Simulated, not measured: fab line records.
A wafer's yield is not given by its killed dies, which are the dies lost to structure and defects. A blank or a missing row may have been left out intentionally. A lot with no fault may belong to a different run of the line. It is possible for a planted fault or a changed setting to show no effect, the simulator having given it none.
A lot that was struck, set against a sound lot ; flow gf180mcu ; 43 steps out of a route of 602
Sound: wafers L323.2, L323.3, L323.6. The struck wafers were L334.2, L334.4, L334.6. The cause is given at the end.
Per side, at each step with rows, come the tool, then ch with its chambers, and then its first start. Under that, the readings that differ: sound wafers ; struck wafers ; difference of the means ; sigmas: that difference in standard deviations of wafers without a fault.
alike: same words and numbers on both sides, and readings whose means sit less than 2 such deviations apart. not compared: any withheld reading, any reading some wafer has no value for, any bound like >300 that may hide the same value, and any number with overlapping values for which the record gives no deviation.
A row with sigmas, a row that says differs or no value, or rows on one side alone: a step with any of these is where the two part. Numbers that don't overlap but have no deviation are shown without sigmas and don't part them. A reading that every wafer of one side lacks parts them only if that side has two wafers or more.

first, 2 steps without rows for these wafers: GF_MVSD_IMPLANT_08; GF_MVSD_IMPLANT_09.
GF_MVSD_STRIP_10: strips in O2/N2.
  sound on plasmaAsher-01 ch 0,1, day 5 11:35; struck on plasmaAsher-04 ch 0,1, day 8 00:56
  alike: chamberPressureMTorr, drypumpMotorCurrentA, heaterPowerW, n2FlowSccm, oesProductAu, stripTimeToEndpointS
  not compared: rfHoursCounterH
GF_MVSD_TW_MEAS_11:
  sound on filmMetro-02, day 5 11:42; struck on filmMetro-02, day 8 01:06
  alike: MVSD_TW
then, 7 steps without rows for these wafers: GF_MVPSD_DEHYDRATE_00 (time 60 s); GF_MVPSD_HMDS_01 (prime time 60 s); GF_MVPSD_COAT_02 (resist thk 3000 nm); GF_MVPSD_SOFTBAKE_03; GF_MVPSD_EXPOSE_04 (exposes mask MVPSD, target cd 1000 nm); GF_MVPSD_PEB_05; GF_MVPSD_DEVELOP_06 (develop time 60 s).
GF_MVPSD_OVL_MEAS_07:
  sound on overlay-02, day 6 01:48; struck on overlay-02, day 8 16:27
  alike: MVPSD_OVL
GF_MVPSD_IMPLANT_08:
  sound on implanter-04 ch 0, day 6 01:51; struck on implanter-02 ch 0, day 8 16:31
reading;sound;struck;difference;sigmas
doseIonsCm2;1.502e+13 1.5006e+13 1.5028e+13;1.6772e+13 1.6796e+13 1.6785e+13;+1.7663e+12;+99 or more
faradayCurrentUA;86.0 85.0 83.2;96.4 93.7 92.9;+9.6;+6
after that, 1 step had no rows for these wafers: GF_MVPSD_IMPLANT_09.
GF_MVPSD_STRIP_10: strips in O2/N2.
  sound on plasmaAsher-02 ch 1, day 6 02:08; struck on plasmaAsher-03 ch 0,1, day 8 16:47
  alike: chamberPressureMTorr, drypumpMotorCurrentA, heaterPowerW, n2FlowSccm, oesProductAu, stripTimeToEndpointS
  not compared: rfHoursCounterH
GF_MVPSD_TW_MEAS_11:
  sound on filmMetro-01, day 6 02:14; struck on filmMetro-02, day 8 16:53
reading;sound;struck;difference;sigmas
MVPSD_TW;551 554 556;562 563 565;+10;+2
  not compared: hold
then, 6 steps without rows for these wafers: GF_VT_IMPLANT_HMDS_01 (prime time 60 s); GF_VT_IMPLANT_COAT_02 (resist thk 1000 nm); GF_VT_IMPLANT_SOFTBAKE_03 (time 60 s); GF_VT_IMPLANT_EXPOSE_04 (exposes mask LVPWELL LV AREA, target cd 600 nm); GF_VT_IMPLANT_PEB_05; GF_VT_IMPLANT_DEVELOP_06 (develop time 60 s).
GF_VT_IMPLANT_OVL_MEAS_07:
  sound on overlay-02, day 6 16:51; struck on overlay-02, day 9 09:11
  alike: VT_IMPLANT_OVL
after that, 1 step had no rows for these wafers: GF_VT_IMPLANT_IMPLANT_08.
GF_VT_IMPLANT_STRIP_09: strips in O2/N2.
  sound on plasmaAsher-04 ch 0,1, day 6 17:02; struck on plasmaAsher-03 ch 0, day 9 09:22
reading;sound;struck;difference;sigmas
drypumpMotorCurrentA (A);5.84 5.85 5.63;6.10 6.11 6.09;+0.33;+2
  alike: chamberPressureMTorr, heaterPowerW, n2FlowSccm, oesProductAu, stripTimeToEndpointS
  not compared: rfHoursCounterH
GF_VT_IMPLANT_TW_MEAS_10:
  sound on filmMetro-01, day 6 17:08; struck on filmMetro-01, day 9 09:29
  alike: VT_IMPLANT_TW
then, 7 steps without rows for these wafers: GF_VT_IMPLANT_DEHYDRATE_11 (time 60 s); GF_VT_IMPLANT_HMDS_12 (prime time 60 s); GF_VT_IMPLANT_COAT_13 (resist thk 1000 nm); GF_VT_IMPLANT_SOFTBAKE_14 (time 60 s); GF_VT_IMPLANT_EXPOSE_15 (exposes mask Nwell LV AREA, target cd 860 nm); GF_VT_IMPLANT_PEB_16; GF_VT_IMPLANT_DEVELOP_17 (develop time 60 s).
GF_VT_IMPLANT_OVL_MEAS_18:
  sound on overlay-01, day 7 08:28; struck on overlay-01, day 10 01:16
  alike: VT_IMPLANT_01_OVL
after that, 1 step had no rows for these wafers: GF_VT_IMPLANT_IMPLANT_19.
GF_VT_IMPLANT_STRIP_20: strips in O2/N2.
  sound on plasmaAsher-01 ch 0,1, day 7 08:38; struck on plasmaAsher-03 ch 0,1, day 10 01:27
  alike: chamberPressureMTorr, drypumpMotorCurrentA, heaterPowerW, n2FlowSccm, oesProductAu, stripTimeToEndpointS
  not compared: rfHoursCounterH
GF_VT_IMPLANT_TW_MEAS_21:
  sound on filmMetro-01, day 7 08:53; struck on filmMetro-01, day 10 01:34
  alike: VT_IMPLANT_2_TW
then, 4 steps without rows for these wafers: GF_VT_IMPLANT_DEHYDRATE_22 (time 60 s); GF_VT_IMPLANT_HMDS_23 (prime time 60 s); GF_VT_IMPLANT_COAT_24 (resist thk 1000 nm); GF_VT_IMPLANT_SOFTBAKE_25 (time 60 s).
GF_VT_IMPLANT_RS_MEAS_49: the measuring method here is four-point-probe.
  sound on filmMetro-02, day 8 17:37; struck on filmMetro-03, day 11 13:24
reading;sound;struck;difference;sigmas
MVPSD_RS (ohm/sq);1172 1172 1168;1105 1104 1100;-68;-22
  not compared: hold
GF_PASSIVATION_PROBE_99:
  the record holds rows for the sound wafers here (prober-02, day 30 08:31) but none for the struck ones

## WHERE THEY PART
Last at GF_PASSIVATION_PROBE_99 as far as this record goes, first at GF_MVPSD_IMPLANT_08.

WHY: what the simulator had put in
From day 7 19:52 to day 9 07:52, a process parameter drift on implanter-02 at GF_MVPSD_IMPLANT_08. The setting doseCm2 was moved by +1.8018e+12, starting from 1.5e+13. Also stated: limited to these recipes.
